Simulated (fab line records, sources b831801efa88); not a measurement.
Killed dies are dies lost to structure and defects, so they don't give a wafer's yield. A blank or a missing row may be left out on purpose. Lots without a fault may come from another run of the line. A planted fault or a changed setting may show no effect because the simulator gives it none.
A struck lot beside a sound one | flow gf180mcu | 14 steps out of a route of 602
Sound: wafers L477.3, L477.4, L477.6. Struck: wafers L486.2, L486.3, L486.6. The cause comes at the end.
At each step with rows: each side's tool, then ch and its chambers, then its first start. Under that, the readings that differ: sound wafers | struck wafers | difference of the means | sigmas: that difference in standard deviations of wafers without a fault.
alike: readings whose means differ by less than 2 such deviations, and words and numbers that are the same on both sides. not compared: withheld readings, readings that some wafer has no value for, bounds like >300 that may hide the same value, and numbers for which the record gives no deviation and whose values overlap.
The two part at a step that has a row with sigmas, a row that says differs or no value, or rows on one side only. Numbers that don't overlap but have no deviation are shown without sigmas and don't part them. A reading that every wafer of one side lacks parts them only if that side has two wafers or more.

first, 3 steps without rows for these wafers: GF_STI_EXPOSE_09 (exposes mask COMP, target cd 220 nm); GF_STI_PEB_10 (peb time 90 s); GF_STI_DEVELOP_11 (develop time 60 s).
GF_STI_CD_MEAS_12: target cd 220 nm.
  sound on cd_sem-02, day 3 08:04; struck on cd_sem-02, day 5 08:51
  alike: cd_nm
GF_STI_ETCH_13: etches the open film in CHF3/O2, stops on Si, target depth 282.31 nm, time 112.9 s.
  sound on rie_diel-01 ch 0,1,3, day 3 08:08; struck on rie_diel-03 ch 2,3, day 5 08:57
  alike: drypump_motor_current_A, oes_product_au, throttle_valve_pct
  not compared: rf_hours_counter_h
GF_STI_ETCH_14: etches Si in HBr/Cl2/O2, target depth 360 nm, time 102.9 s.
  sound on rie_si-02 ch 1,2,3, day 3 08:13; struck on rie_si-01 ch 0,3, day 5 09:02
  alike: drypump_motor_current_A, oes_product_au, throttle_valve_pct
  not compared: rf_hours_counter_h
GF_STI_STRIP_15: strips in O2/N2.
  sound on plasma_asher-01 ch 0,1, day 3 08:20; struck on plasma_asher-03 ch 0, day 5 09:08
  alike: drypump_motor_current_A, heater_power_w, o2_flow_sccm, oes_product_au, strip_time_to_endpoint_s
  not compared: rf_hours_counter_h
then, 5 steps without rows for these wafers: GF_STI_CLEAN_16 (cleans in dHF, time 25 s); GF_STI_WET_ETCH_17 (etches Si3N4 in H3PO4, target depth 45 nm, time 514 s); GF_STI_CLEAN_18 (cleans in SC1/SC2, time 150 s); GF_STI_CLEAN_19 (cleans in dHF, time 20 s); GF_STI_WET_ETCH_20 (etches SiO2 in dHF, target depth 20 nm, time 400 s).
GF_STI_OXIDATION_21: stabilise 600 s, purge 300 s, target thk 15 nm.
  sound on furnace-02 ch 0, day 3 08:44; struck on furnace-01, day 5 09:36
  no value came back on the struck wafers for any of 6 readings (ox_temp_c (C), ox_temp_c_max and others); on the sound wafers ox_temp_c (C) reads 999.0 999.7 999.7
then, 1 step without rows for these wafers: GF_STI_CVD_23 (deposits SiO2, target thk 650 nm, time 108.3 s).

WHERE THEY PART
Only at GF_STI_OXIDATION_21, within this record.

WHY: what the simulator had put in
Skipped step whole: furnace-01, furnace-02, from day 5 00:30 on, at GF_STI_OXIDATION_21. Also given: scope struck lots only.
